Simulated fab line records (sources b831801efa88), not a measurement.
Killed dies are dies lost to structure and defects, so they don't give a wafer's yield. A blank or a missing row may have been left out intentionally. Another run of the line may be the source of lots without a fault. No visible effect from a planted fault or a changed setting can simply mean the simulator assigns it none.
fab line records ; flow sky130
record lots=6; wafers=18; last_day=50
route steps=708 shown LDD_P@264 LDD_HVN@267 LDD_HVP@278 LDD_LDN@289 SPACER@304 PAD_OPEN@708
lots with no fault: from the same line, run without faults
start_h: hours from the record's opening day to when the first of the lot's shown wafers began ; wait_h: hours elapsed since this lot's preceding step ; " the same as in the row above ; L1.1+2: several wafers, shown together as one row ; - no value, or no start was given ; * or withheld: withheld ; < > ~ a bound
route shown NAME@n: a module of which the file shows steps, and the number in the route of the first ; usual: the fault-free wafers' mean and standard deviation ; same: alike in all rows ; chamber/n: place in a boat ; sites: the reading at each site ; _std_site: how widely they spread, as a standard deviation ; _edge_site: outer sites' mean less inner sites' ; radius_mm: for every site, how far away it sits from the centre of the wafer ; mask NAME#n: copy n ; behind: the last tool/chamber to shape the wafer ; hold: cause of the lot's hold/its duration in hours/its outcome ; device: transistor that didn't switch, given as n, p or np ; end of line: the same wafers' tests at the end of the route ; a step without rows: its recipe alone ; killed: at the first sort, the dies lost to defects and structure; wafer yield is something else ; map: a wafer's dies, marking killed ones x, the rest . and places with no die _
set.NAME: the setting that was run; set.NAME@STEP: the one run at that earlier step ; model.NAME: the simulator's own value behind a step, which no gauge read
lots seen at some steps along the route; tables by step, rows by wafer
services: from which hour (start_h, from the record's first day; less than 0 if before it) a tool's chamber was out of use, for how many hours, and why
## steps
# step SKY_LDD_P_IMPLANT_09
# recipe species=BF2; energy_kev=25; dose_cm2=1e+13; tilt_deg=withheld
# step SKY_LDD_P_STRIP_10
# recipe chemistry=O2/N2; power_w=1400; pressure_mtorr=1500; platen_temp_c=withheld; o2_flow_sccm=3000; n2_flow_sccm=300; overash_fraction=0.5
# usual chamber_pressure_mTorr=1500.0/1.3; drypump_motor_current_A=6.0/0.51; oes_product_au=0.716/0.005; strip_time_to_endpoint_s=14.19/0.05
lot.wafer;tool;chamber;start_h;wait_h;chamber_pressure_mTorr;drypump_motor_current_A;oes_product_au;rf_hours_counter_h;strip_time_to_endpoint_s
L697.3;plasma_asher-03;1;471.09;0.1;1499.5;5.3;0.718;-;14.23
L697.4;plasma_asher-03;0;471.09;0.1;1499.9;5.8;0.717;-;14.23
L697.5;plasma_asher-03;0;471.09;0.1;1499.5;5.8;0.717;-;14.24
L696.1;plasma_asher-01;1;472.30;0.1;1499.0;5.5;0.723;83;14.13
L696.5;plasma_asher-01;1;472.30;0.1;1502.8;5.6;0.718;-;14.15
L696.6;plasma_asher-01;0;472.30;0.1;1502.6;6.1;0.719;-;14.12
L701.2;plasma_asher-03;0;513.25;0.1;1499.2;5.8;0.729;41;14.21
L701.3;plasma_asher-03;1;513.25;0.1;1497.1;5.3;0.721;-;14.25
L701.5;plasma_asher-03;1;513.25;0.1;1499.0;5.3;0.721;-;14.21
L708.3;plasma_asher-03;1;580.73;0.1;1503.5;5.3;0.713;-;14.10
L708.4;plasma_asher-03;0;580.73;0.1;1501.2;5.8;0.718;-;14.11
L708.5;plasma_asher-03;0;580.73;0.1;1499.9;5.8;0.715;-;14.09
L709.2;plasma_asher-02;1;582.25;0.1;1499.0;6.8;0.723;15;14.26
L709.3;plasma_asher-02;1;582.25;0.1;1499.8;6.8;0.714;-;14.21
L709.6;plasma_asher-02;0;582.25;0.1;1500.0;6.0;0.713;-;14.22
L715.1;plasma_asher-02;0;629.80;0.1;1497.8;6.1;0.717;20;14.26
L715.2;plasma_asher-02;1;629.80;0.1;1501.6;6.8;0.711;20;14.23
L715.4;plasma_asher-02;0;629.80;0.1;1500.6;6.0;0.710;-;14.26
# step SKY_LDD_P_TW_MEAS_11
# usual LDD_P_TW=628/3.8
lot.wafer;tool;chamber;start_h;wait_h;LDD_P_TW
L697.3;film_metro-03;-;471.18;0.1;626
L697.4;film_metro-03;-;471.18;0.1;629
L697.5;film_metro-03;-;471.18;0.1;623
L696.1;film_metro-03;-;472.40;0.1;629
L696.5;film_metro-03;-;472.40;0.1;628
L696.6;film_metro-03;-;472.40;0.1;628
L701.2;film_metro-04;-;513.36;0.1;632
L701.3;film_metro-04;-;513.36;0.1;633
L701.5;film_metro-04;-;513.36;0.1;633
L708.3;film_metro-03;-;580.82;0.1;628
L708.4;film_metro-03;-;580.82;0.1;628
L708.5;film_metro-03;-;580.82;0.1;627
L709.2;film_metro-03;-;582.36;0.1;624
L709.3;film_metro-03;-;582.36;0.1;624
L709.6;film_metro-03;-;582.36;0.1;624
L715.1;film_metro-02;-;629.90;0.1;627
L715.2;film_metro-02;-;629.90;0.1;630
L715.4;film_metro-02;-;629.90;0.1;629
# step SKY_LDD_HVN_DEHYDRATE_00
# recipe temp_c=200; time_s=60
# step SKY_LDD_HVN_HMDS_01
# recipe prime_time_s=60; prime_temp_c=120
# step SKY_LDD_HVN_COAT_02
# recipe resist=NOVOLAK; spin_rpm=3000; resist_thk_nm=300
# step SKY_LDD_HVN_SOFTBAKE_03
# recipe temp_c=90; time_s=60; resist=NOVOLAK
# step SKY_LDD_HVN_EXPOSE_04
# recipe mask_id=HVNTM; na=0.6; source_shape=conventional; sigma_outer=0.6; polarization=unpolarized; target_cd_nm=700; dose_mj=127
# step SKY_LDD_HVN_PEB_05
# recipe temp_c=withheld; time_s=*; resist=NOVOLAK
# step SKY_LDD_HVN_DEVELOP_06
# recipe resist=NOVOLAK; developer=TMAH; develop_time_s=60; dev_temp_c=23
# step SKY_LDD_HVN_OVL_MEAS_07
# usual LDD_HVN_OVL=-1.1/1.5
lot.wafer;tool;chamber;start_h;wait_h;LDD_HVN_OVL[nm]
L697.3;overlay-02;-;501.90;0.1;0.8
L697.4;overlay-02;-;501.90;0.1;-0.2
L697.5;overlay-02;-;501.90;0.1;-0.5
L696.1;overlay-01;-;502.19;0.1;-1.4
L696.5;overlay-01;-;502.19;0.1;-0.1
L696.6;overlay-01;-;502.19;0.1;-1.7
L701.2;overlay-01;-;544.00;0.1;-1.1
L701.3;overlay-01;-;544.00;0.1;0.6
L701.5;overlay-01;-;544.00;0.1;0.4
L708.3;overlay-01;-;610.56;0.1;-1.6
L708.4;overlay-01;-;610.56;0.1;-3.2
L708.5;overlay-01;-;610.56;0.1;-1.7
L709.2;overlay-01;-;611.55;0.1;-1.7
L709.3;overlay-01;-;611.55;0.1;0.0
L709.6;overlay-01;-;611.55;0.1;-1.8
L715.1;overlay-02;-;658.39;0.1;-2.1
L715.2;overlay-02;-;658.39;0.1;-1.0
L715.4;overlay-02;-;658.39;0.1;1.5
# step SKY_LDD_HVN_IMPLANT_08
# recipe species=P; energy_kev=60; dose_cm2=3e+13; tilt_deg=40
# step SKY_LDD_HVN_STRIP_09
# recipe chemistry=O2/N2; power_w=1400; pressure_mtorr=1500; platen_temp_c=withheld; o2_flow_sccm=3000; n2_flow_sccm=300; overash_fraction=0.5
# usual chamber_pressure_mTorr=1500.1/1.4; drypump_motor_current_A=6.1/0.44; oes_product_au=0.408/0.0043; strip_time_to_endpoint_s=4.130/0.016
lot.wafer;tool;chamber;start_h;wait_h;chamber_pressure_mTorr;drypump_motor_current_A;oes_product_au;rf_hours_counter_h;strip_time_to_endpoint_s
L697.3;plasma_asher-02;1;502.11;0.1;1499.8;6.9;0.408;-;4.130
L697.4;plasma_asher-02;0;502.11;0.1;1503.1;6.1;0.413;-;4.119
L697.5;plasma_asher-02;0;502.11;0.1;1500.3;6.1;0.408;-;4.112
L696.1;plasma_asher-01;0;502.38;0.1;1501.4;6.1;0.405;86;4.099
L696.5;plasma_asher-01;1;502.38;0.1;1497.3;5.6;0.405;-;4.123
L696.6;plasma_asher-01;0;502.38;0.1;1500.4;6.1;0.410;-;4.121
L701.2;plasma_asher-04;1;544.18;0.1;1501.7;6.6;0.410;76;4.154
L701.3;plasma_asher-04;0;544.18;0.1;1500.0;5.7;0.406;-;4.146
L701.5;plasma_asher-04;1;544.18;0.1;1497.9;6.6;0.408;-;4.161
L708.3;plasma_asher-02;0;610.77;0.1;1499.8;6.1;0.409;-;4.133
L708.4;plasma_asher-02;1;610.77;0.1;1500.5;6.8;0.408;-;4.105
L708.5;plasma_asher-02;0;610.77;0.1;1501.1;6.1;0.409;-;4.118
L709.2;plasma_asher-02;1;611.73;0.1;1500.2;6.8;0.402;18;4.144
L709.3;plasma_asher-02;1;611.73;0.1;1499.9;6.8;0.416;-;4.137
L709.6;plasma_asher-02;1;611.73;0.1;1499.9;6.8;0.410;-;4.124
L715.1;plasma_asher-04;0;658.58;0.1;1501.4;5.7;0.408;87;4.128
L715.2;plasma_asher-04;1;658.58;0.1;1499.6;6.6;0.411;87;4.138
L715.4;plasma_asher-04;1;658.58;0.1;1499.2;6.6;0.400;-;4.126
# step SKY_LDD_HVN_TW_MEAS_10
# usual LDD_HVN_TW=1438/17
lot.wafer;tool;chamber;start_h;wait_h;LDD_HVN_TW
L697.3;film_metro-04;-;502.20;0.1;1444
L697.4;film_metro-04;-;502.20;0.1;1438
L697.5;film_metro-04;-;502.20;0.1;1440
L696.1;film_metro-01;-;502.48;0.1;1468
L696.5;film_metro-01;-;502.48;0.1;1457
L696.6;film_metro-01;-;502.48;0.1;1469
L701.2;film_metro-01;-;544.29;0.1;1455
L701.3;film_metro-01;-;544.29;0.1;1462
L701.5;film_metro-01;-;544.29;0.1;1462
L708.3;film_metro-03;-;610.86;0.1;1412
L708.4;film_metro-03;-;610.86;0.1;1407
L708.5;film_metro-03;-;610.86;0.1;1416
L709.2;film_metro-04;-;611.84;0.1;1432
L709.3;film_metro-04;-;611.84;0.1;1427
L709.6;film_metro-04;-;611.84;0.1;1430
L715.1;film_metro-04;-;658.68;0.1;1437
L715.2;film_metro-04;-;658.68;0.1;1435
L715.4;film_metro-04;-;658.68;0.1;1436
# step SKY_LDD_HVP_DEHYDRATE_00
# recipe temp_c=200; time_s=60
# step SKY_LDD_HVP_HMDS_01
# recipe prime_time_s=60; prime_temp_c=120
# step SKY_LDD_HVP_COAT_02
# recipe resist=NOVOLAK; spin_rpm=3000; resist_thk_nm=300
# step SKY_LDD_HVP_SOFTBAKE_03
# recipe temp_c=90; time_s=60; resist=NOVOLAK
# step SKY_LDD_HVP_EXPOSE_04
# recipe mask_id=HVPTM; na=0.6; source_shape=conventional; sigma_outer=0.6; polarization=unpolarized; target_cd_nm=700; dose_mj=86
# step SKY_LDD_HVP_PEB_05
# recipe temp_c=withheld; time_s=*; resist=NOVOLAK
# step SKY_LDD_HVP_DEVELOP_06
# recipe resist=NOVOLAK; developer=TMAH; develop_time_s=60; dev_temp_c=23
# step SKY_LDD_HVP_OVL_MEAS_07
# usual LDD_HVP_OVL=-0.5/1.3
lot.wafer;tool;chamber;start_h;wait_h;LDD_HVP_OVL[nm]
L697.3;overlay-02;-;532.61;0.1;1.9
L697.4;overlay-02;-;532.61;0.1;0.7
L697.5;overlay-02;-;532.61;0.1;-1.4
L696.1;overlay-02;-;532.69;0.1;-1.2
L696.5;overlay-02;-;532.69;0.1;-1.5
L696.6;overlay-02;-;532.69;0.1;0.0
L701.2;overlay-01;-;572.86;0.1;-2.2
L701.3;overlay-01;-;572.86;0.1;-0.5
L701.5;overlay-01;-;572.86;0.1;-1.4
L708.3;overlay-02;-;638.61;0.1;0.3
L708.4;overlay-02;-;638.61;0.1;-0.6
L708.5;overlay-02;-;638.61;0.1;0.7
L709.2;overlay-02;-;640.30;0.1;-0.9
L709.3;overlay-02;-;640.30;0.1;0.3
L709.6;overlay-02;-;640.30;0.1;-0.5
L715.1;overlay-02;-;686.19;0.1;-0.1
L715.2;overlay-02;-;686.19;0.1;2.0
L715.4;overlay-02;-;686.19;0.1;1.9
# step SKY_LDD_HVP_IMPLANT_08
# recipe species=B; energy_kev=20; dose_cm2=1.7e+13; tilt_deg=17.9
# step SKY_LDD_HVP_STRIP_09
# recipe chemistry=O2/N2; power_w=1400; pressure_mtorr=1500; platen_temp_c=withheld; o2_flow_sccm=3000; n2_flow_sccm=300; overash_fraction=0.5
# usual chamber_pressure_mTorr=1499.9/1.4; drypump_motor_current_A=6.1/0.53; oes_product_au=0.408/0.0047; strip_time_to_endpoint_s=4.131/0.015
lot.wafer;tool;chamber;start_h;wait_h;chamber_pressure_mTorr;drypump_motor_current_A;oes_product_au;rf_hours_counter_h;strip_time_to_endpoint_s
L697.3;plasma_asher-02;1;532.82;0.1;1500.6;6.8;0.406;-;4.112
L697.4;plasma_asher-02;0;532.82;0.1;1500.9;6.0;0.408;-;4.118
L697.5;plasma_asher-02;1;532.82;0.1;1500.5;6.8;0.415;-;4.090
L696.1;plasma_asher-04;0;532.88;0.1;1501.8;5.7;0.399;75;4.149
L696.5;plasma_asher-04;1;532.88;0.1;1499.7;6.6;0.403;-;4.146
L696.6;plasma_asher-04;0;532.88;0.1;1499.8;5.8;0.417;-;4.117
L701.2;plasma_asher-04;0;573.04;0.1;1498.3;5.7;0.413;79;4.159
L701.3;plasma_asher-04;1;573.04;0.1;1502.4;6.6;0.421;-;4.165
L701.5;plasma_asher-04;0;573.04;0.1;1498.8;5.7;0.412;-;4.144
L708.3;plasma_asher-04;0;638.82;0.1;1501.1;5.7;0.407;-;4.125
L708.4;plasma_asher-04;1;638.82;0.1;1498.6;6.6;0.411;-;4.119
L708.5;plasma_asher-04;0;638.82;0.1;1499.8;5.7;0.411;-;4.123
L709.2;plasma_asher-02;1;640.48;0.1;1502.0;6.8;0.407;21;4.141
L709.3;plasma_asher-02;1;640.48;0.1;1499.5;6.8;0.411;-;4.142
L709.6;plasma_asher-02;1;640.48;0.1;1500.4;6.8;0.412;-;4.150
L715.1;plasma_asher-03;0;686.38;0.1;1498.0;5.8;0.409;59;4.155
L715.2;plasma_asher-03;1;686.38;0.1;1497.4;5.3;0.411;59;4.126
L715.4;plasma_asher-03;0;686.38;0.1;1499.6;5.8;0.404;-;4.139
# step SKY_LDD_HVP_TW_MEAS_10
# usual LDD_HVP_TW=454/6.1
lot.wafer;tool;chamber;start_h;wait_h;LDD_HVP_TW
L697.3;film_metro-02;-;532.91;0.1;450
L697.4;film_metro-02;-;532.91;0.1;449
L697.5;film_metro-02;-;532.91;0.1;452
L696.1;film_metro-03;-;532.98;0.1;453
L696.5;film_metro-03;-;532.98;0.1;453
L696.6;film_metro-03;-;532.98;0.1;451
L701.2;film_metro-03;-;573.15;0.1;451
L701.3;film_metro-03;-;573.15;0.1;450
L701.5;film_metro-03;-;573.15;0.1;454
L708.3;film_metro-03;-;638.91;0.1;448
L708.4;film_metro-03;-;638.91;0.1;448
L708.5;film_metro-03;-;638.91;0.1;449
L709.2;film_metro-02;-;640.59;0.1;452
L709.3;film_metro-02;-;640.59;0.1;452
L709.6;film_metro-02;-;640.59;0.1;448
L715.1;film_metro-02;-;686.48;0.1;449
L715.2;film_metro-02;-;686.48;0.1;448
L715.4;film_metro-02;-;686.48;0.1;452
# step SKY_LDD_LDN_DEHYDRATE_00
# recipe temp_c=200; time_s=60
# step SKY_LDD_LDN_HMDS_01
# recipe prime_time_s=60; prime_temp_c=120
# step SKY_LDD_LDN_COAT_02
# recipe resist=NOVOLAK; spin_rpm=3000; resist_thk_nm=1140
# step SKY_LDD_LDN_SOFTBAKE_03
# recipe temp_c=90; time_s=60; resist=NOVOLAK
# step SKY_LDD_LDN_EXPOSE_04
# recipe mask_id=LDNTM; na=0.6; source_shape=conventional; sigma_outer=0.6; polarization=unpolarized; target_cd_nm=700; dose_mj=140
# step SKY_LDD_LDN_PEB_05
# recipe temp_c=withheld; time_s=*; resist=NOVOLAK
# step SKY_LDD_LDN_DEVELOP_06
# recipe resist=NOVOLAK; developer=TMAH; develop_time_s=60; dev_temp_c=23
# step SKY_LDD_LDN_OVL_MEAS_07
# usual LDD_LDN_OVL=0.5/1.7
lot.wafer;tool;chamber;start_h;wait_h;LDD_LDN_OVL[nm]
L697.3;overlay-01;-;563.16;0.1;1.1
L697.4;overlay-01;-;563.16;0.1;0.4
L697.5;overlay-01;-;563.16;0.1;0.1
L696.1;overlay-02;-;563.39;0.1;2.2
L696.5;overlay-02;-;563.39;0.1;2.6
L696.6;overlay-02;-;563.39;0.1;1.5
L701.2;overlay-02;-;601.95;0.1;1.6
L701.3;overlay-02;-;601.95;0.1;0.1
L701.5;overlay-02;-;601.95;0.1;1.4
L708.3;overlay-01;-;666.76;0.1;1.1
L708.4;overlay-01;-;666.76;0.1;-0.5
L708.5;overlay-01;-;666.76;0.1;0.8
L709.2;overlay-02;-;668.45;0.1;1.6
L709.3;overlay-02;-;668.45;0.1;-0.1
L709.6;overlay-02;-;668.45;0.1;-0.7
L715.1;overlay-01;-;714.44;0.1;-3.2
L715.2;overlay-01;-;714.44;0.1;-1.0
L715.4;overlay-01;-;714.44;0.1;-1.6
# step SKY_LDD_LDN_IMPLANT_08
# recipe species=As; energy_kev=15; dose_cm2=1.25e+13; tilt_deg=withheld; rotation_deg=23
# step SKY_LDD_LDN_IMPLANT_09
# recipe species=As; energy_kev=15; dose_cm2=1.25e+13; tilt_deg=withheld; rotation_deg=113
# step SKY_LDD_LDN_IMPLANT_10
# recipe species=As; energy_kev=15; dose_cm2=1.25e+13; tilt_deg=withheld; rotation_deg=203
# step SKY_LDD_LDN_IMPLANT_11
# recipe species=As; energy_kev=15; dose_cm2=1.25e+13; tilt_deg=withheld; rotation_deg=293
# step SKY_LDD_LDN_STRIP_12
# recipe chemistry=O2/N2; power_w=1400; pressure_mtorr=1500; platen_temp_c=withheld; o2_flow_sccm=3000; n2_flow_sccm=300; overash_fraction=0.5
# usual chamber_pressure_mTorr=1500.0/1.4; drypump_motor_current_A=5.9/0.4; oes_product_au=0.716/0.0047; strip_time_to_endpoint_s=14.19/0.04
lot.wafer;tool;chamber;start_h;wait_h;chamber_pressure_mTorr;drypump_motor_current_A;oes_product_au;rf_hours_counter_h;strip_time_to_endpoint_s
L697.3;plasma_asher-01;0;563.81;0.1;1498.5;6.1;0.721;-;14.12
L697.4;plasma_asher-01;1;563.81;0.1;1498.4;5.6;0.721;-;14.11
L697.5;plasma_asher-01;1;563.81;0.1;1497.8;5.6;0.719;-;14.13
L696.1;plasma_asher-01;1;564.03;0.1;1500.4;5.6;0.723;90;14.21
L696.5;plasma_asher-01;1;564.03;0.1;1501.9;5.6;0.721;-;14.21
L696.6;plasma_asher-01;0;564.03;0.1;1500.0;6.1;0.710;-;14.18
L701.2;plasma_asher-01;0;602.58;0.1;1499.2;6.1;0.710;94;14.15
L701.3;plasma_asher-01;0;602.58;0.1;1498.2;6.1;0.729;-;14.18
L701.5;plasma_asher-01;1;602.58;0.1;1498.8;5.6;0.710;-;14.19
L708.3;plasma_asher-03;1;667.41;0.1;1499.0;5.3;0.719;-;14.16
L708.4;plasma_asher-03;0;667.41;0.1;1499.5;5.8;0.718;-;14.16
L708.5;plasma_asher-03;1;667.41;0.1;1498.5;5.3;0.712;-;14.18
L709.2;plasma_asher-01;0;669.08;0.1;1500.4;6.1;0.714;102;14.17
L709.3;plasma_asher-01;1;669.08;0.1;1499.5;5.6;0.718;-;14.21
L709.6;plasma_asher-01;1;669.08;0.1;1500.6;5.6;0.714;-;14.21
L715.1;plasma_asher-01;0;715.08;0.1;1500.4;6.1;0.715;106;14.20
L715.2;plasma_asher-01;1;715.08;0.1;1502.9;5.6;0.711;106;14.20
L715.4;plasma_asher-01;0;715.08;0.1;1499.0;6.1;0.716;-;14.21
# step SKY_LDD_LDN_TW_MEAS_13
# usual LDD_LDN_TW=1473/19
lot.wafer;tool;chamber;start_h;wait_h;LDD_LDN_TW
L697.3;film_metro-01;-;563.90;0.1;1509
L697.4;film_metro-01;-;563.90;0.1;1514
L697.5;film_metro-01;-;563.90;0.1;1505
L696.1;film_metro-02;-;564.13;0.1;1461
L696.5;film_metro-02;-;564.13;0.1;1460
L696.6;film_metro-02;-;564.13;0.1;1463
L701.2;film_metro-02;-;602.69;0.1;1449
L701.3;film_metro-02;-;602.69;0.1;1456
L701.5;film_metro-02;-;602.69;0.1;1453
L708.3;film_metro-02;-;667.50;0.1;1465
L708.4;film_metro-02;-;667.50;0.1;1471
L708.5;film_metro-02;-;667.50;0.1;1464
L709.2;film_metro-02;-;669.19;0.1;1464
L709.3;film_metro-02;-;669.19;0.1;1460
L709.6;film_metro-02;-;669.19;0.1;1468
L715.1;film_metro-01;-;715.18;0.1;1505
L715.2;film_metro-01;-;715.18;0.1;1509
L715.4;film_metro-01;-;715.18;0.1;1510
# step SKY_LDD_LDN_CLEAN_14
# recipe chemistry=SC1/SC2; mix=1:4:20; temp_c=70; time_s=150; dry=n2_spin
# step SKY_SPACER_CVD_00
# recipe material=Si3N4; precursor=DCS/NH3; target_thk_nm=43.1; temp_c=770; time_s=740; pressure_mtorr=250
# step SKY_SPACER_THK_MEAS_01
# recipe reads=Si3N4_of_SPACER_CVD_00
# usual SPACER_CVD_00_THK=43.1/0.32
lot.wafer;tool;chamber;start_h;wait_h;SPACER_CVD_00_THK[nm]
L696.1;film_metro-04;-;566.26;0.0;43.2
L696.5;film_metro-04;-;566.26;0.0;42.9
L696.6;film_metro-04;-;566.26;0.0;43.3
L697.3;film_metro-03;-;566.28;0.0;42.9
L697.4;film_metro-03;-;566.28;0.0;43.1
L697.5;film_metro-03;-;566.28;0.0;43.0
L701.2;film_metro-03;-;604.00;0.0;43.3
L701.3;film_metro-03;-;604.00;0.0;43.3
L701.5;film_metro-03;-;604.00;0.0;43.0
L708.3;film_metro-02;-;668.82;0.0;43.4
L708.4;film_metro-02;-;668.82;0.0;43.5
L708.5;film_metro-02;-;668.82;0.0;43.3
L709.2;film_metro-02;-;671.26;0.0;43.3
L709.3;film_metro-02;-;671.26;0.0;43.3
L709.6;film_metro-02;-;671.26;0.0;43.3
L715.1;film_metro-03;-;718.23;0.0;43.6
L715.2;film_metro-03;-;718.23;0.0;43.3
L715.4;film_metro-03;-;718.23;0.0;43.7
# step SKY_PAD_OPEN_PROBE_99
# usual killed_at_M0_to_M3=44/7.4; killed_at_M4_up=3.0/1.6; killed_at_contacts=24/5; killed_at_front_end=15/4.6; killed_at_other=0.4/0.65; killed_dies=86/9.6; killed_open=48/7.4; killed_short=38/6.9
# same gross_dies=492; killed_at_back_side=0
lot.wafer;tool;chamber;start_h;wait_h;killed_at_M0_to_M3;killed_at_M4_up;killed_at_contacts;killed_at_front_end;killed_at_other;killed_dies;killed_open;killed_short
L701.2;prober-02;-;1126.42;0.1;43;1;26;14;0;84;46;38
L701.3;prober-02;-;1126.47;0.2;55;1;29;12;0;97;58;39
L701.5;prober-02;-;1126.57;0.2;59;2;19;10;0;90;48;42
L708.3;prober-01;-;1168.16;0.2;44;3;24;54;0;125;47;32
L708.4;prober-01;-;1168.21;0.2;44;1;36;38;0;119;48;36
L708.5;prober-01;-;1168.26;0.2;51;3;26;47;1;128;45;41
L709.2;prober-02;-;1171.26;0.1;43;1;25;54;0;123;38;43
L709.3;prober-02;-;1171.31;0.2;28;4;23;50;0;105;31;39
L709.6;prober-02;-;1171.46;0.2;44;2;19;59;0;124;48;36
L715.1;prober-02;-;1196.12;0.1;51;3;22;18;0;94;46;45
L715.2;prober-02;-;1196.17;0.1;34;2;31;15;1;83;39;44
L715.4;prober-02;-;1196.27;0.2;33;3;26;10;0;72;35;35
# killed by level:class
L701.2 CONTACT:geometric_particle:open=11 METAL1:geometric_particle:short=7 METAL2:geometric_particle:short=7 POLY_GATE:geometric_particle:open=5 LI_CONTACT:geometric_particle:open=5 VIA3:geometric_particle:open=5 VIA1:geometric_particle:open=5 VIA2:geometric_particle:open=5
L701.3 VIA1:geometric_particle:open=19 CONTACT:geometric_particle:open=10 LI_CONTACT:geometric_particle:open=10 METAL1:geometric_particle:short=7 METAL2:geometric_particle:short=7 VIA2:geometric_particle:open=6 CONTACT:geometric_particle:short=5 VIA3:geometric_particle:open=5
L701.5 VIA1:geometric_particle:open=11 VIA2:geometric_particle:open=10 METAL1:geometric_particle:short=7 LI_CONTACT:geometric_particle:open=7 VIA1:geometric_particle:short=7 METAL2:geometric_particle:short=6 CONTACT:geometric_particle:open=5 VIA2:geometric_particle:short=5
L708.3 LDD_HVN:unspecified=46 VIA2:geometric_particle:open=9 CONTACT:geometric_particle:open=8 VIA1:geometric_particle:open=8 LI_CONTACT:geometric_particle:open=7 VIA3:geometric_particle:open=6 VIA1:geometric_particle:short=4 METAL2:geometric_particle:short=4
L708.4 LDD_HVN:unspecified=34 VIA1:geometric_particle:open=15 CONTACT:geometric_particle:open=14 LI_CONTACT:geometric_particle:open=8 METAL1:geometric_particle:short=7 VIA1:geometric_particle:short=6 CONTACT:geometric_particle:short=5 LI_CONTACT:geometric_particle:short=4
L708.5 LDD_HVN:unspecified=39 VIA3:geometric_particle:open=10 CONTACT:geometric_particle:open=8 VIA1:geometric_particle:open=7 LI_CONTACT:geometric_particle:open=6 LOCAL_INTERCONNECT:geometric_particle:short=6 VIA2:geometric_particle:open=6 METAL1:geometric_particle:short=5
L709.2 LDD_HVN:unspecified=42 CONTACT:geometric_particle:open=10 LI_CONTACT:geometric_particle:open=9 VIA1:geometric_particle:open=7 VIA1:geometric_particle:short=7 VIA2:geometric_particle:short=5 METAL1:geometric_particle:short=5 METAL2:geometric_particle:short=5
L709.3 LDD_HVN:unspecified=35 CONTACT:geometric_particle:open=8 VIA1:geometric_particle:open=8 FIELD_ISO:geometric_particle:short=7 LI_CONTACT:geometric_particle:open=4 LOCAL_INTERCONNECT:geometric_particle:short=4 METAL1:geometric_particle:short=4 METAL2:geometric_particle:short=4
L709.6 LDD_HVN:unspecified=40 LI_CONTACT:geometric_particle:open=8 VIA3:geometric_particle:open=7 POLY_GATE:geometric_particle:short=6 VIA1:geometric_particle:open=6 CONTACT:geometric_particle:open=5 METAL2:geometric_particle:short=5 VIA3:geometric_particle:short=5
L715.1 VIA1:geometric_particle:open=10 METAL2:geometric_particle:short=8 VIA3:geometric_particle:open=7 METAL1:geometric_particle:short=7 CONTACT:geometric_particle:open=6 VIA2:geometric_particle:open=5 LI_CONTACT:geometric_particle:short=5 POLY_GATE:geometric_particle:short=4
L715.2 CONTACT:geometric_particle:open=9 CONTACT:geometric_particle:short=8 VIA1:geometric_particle:open=8 METAL1:geometric_particle:short=7 LI_CONTACT:geometric_particle:open=7 LI_CONTACT:geometric_particle:short=6 METAL2:geometric_particle:short=6 VIA1:geometric_particle:short=4
L715.4 LI_CONTACT:geometric_particle:open=9 CONTACT:geometric_particle:open=7 VIA1:geometric_particle:open=7 METAL2:geometric_particle:short=5 LOCAL_INTERCONNECT:geometric_particle:short=5 VIA3:geometric_particle:open=5 POLY_GATE:geometric_particle:short=4 VIA2:geometric_particle:open=4
# map L708.5 (x killed, . not)
__________.........._________
________........x.xx.._______
______..x.x....x.x......_____
_____..xx..xx.xxx.x......____
____...x...xx..x..........___
___....xxxxxxxxxxxx..xx....__
__..x...x.xxxxxxxx..x..x...x_
_.........xxxxxxxx........x..
_x..x....x.xxxxxx...xx...x...
_.....x....x.xxx.....x.......
_............x....x..xx......
_x...x.....xx.x..x.x.x.xx....
_.........x.............x....
_......x....x............x...
_.....x.....x.x..........x...
__...x.x.x...x..x..xx......._
___x.x..x.xx..x..x..x...x.x__
____...x.......x.........x___
_____.....x.x.....x.....x____
______..x.x.....x....x.._____
________...x.....x..x._______
__________.x........_________
# map L709.6 (x killed, . not)
__________.........._________
________........x...x._______
______....x..xxxx......x_____
_____..x.x...............____
____.....x.........x.....x___
___.....x.....x......x...x.__
__.x...x..x..xx............x_
_.x....x...x...xx.........xx.
_.........x...........x.xxx.x
_....x...x....xx.......xxxxx.
_x.....x......x.xxx...xxxxxxx
_xx.x.....x..........xxxxxxxx
_.........x...xxx.....xxxxxx.
_...x...........xx...xxxxxxxx
_.................x..xx.xx.x.
__......x...........xxx.x..x_
___x...x...x...x..........x__
____.x..........x...xxx...___
_____......xxx.....x.x...____
______.x.x...x....x..x.._____
________.............._______
__________..x......._________
## services
tool;chamber;start_h;hours;kind
plasma_asher-01;-;519.53;15.6;pm
plasma_asher-04;-;598.25;7.4;repair
plasma_asher-04;-;641.80;4.8;repair
plasma_asher-02;-;642.93;5.8;repair
plasma_asher-04;-;652.52;3.4;repair
plasma_asher-04;-;713.86;1.7;repair
## key
first_sign step=SKY_PAD_OPEN_PROBE_99; reading=killed_at_front_end; direction=up; sigmas=7.8; usual=15; struck=50
effect step=SKY_PAD_OPEN_PROBE_99; reading=killed_dies; direction=up; sigmas=3.5; usual=86; struck=121
met_at SKY_LDD_HVN_STRIP_09
struck_wafers L708.3,L708.4,L708.5,L709.2,L709.3,L709.6
tester_left_out L708,L709
onset_between 502.11 610.77
fault kind=chamber_particle_source; tool=plasma_asher-02; chamber=-; onset_h=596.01; steps=SKY_LDD_HVN_STRIP_09; rate_per_visit_cm2=0.43552; end_h=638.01
# tester_left_out: of these lots the tester's yield and bins aren't shown, on N5 and GAA mostly nor the transistor test; their killed dies are dies lost to structure and defects alone, not to doping, threshold or leakage, so they don't give the yield
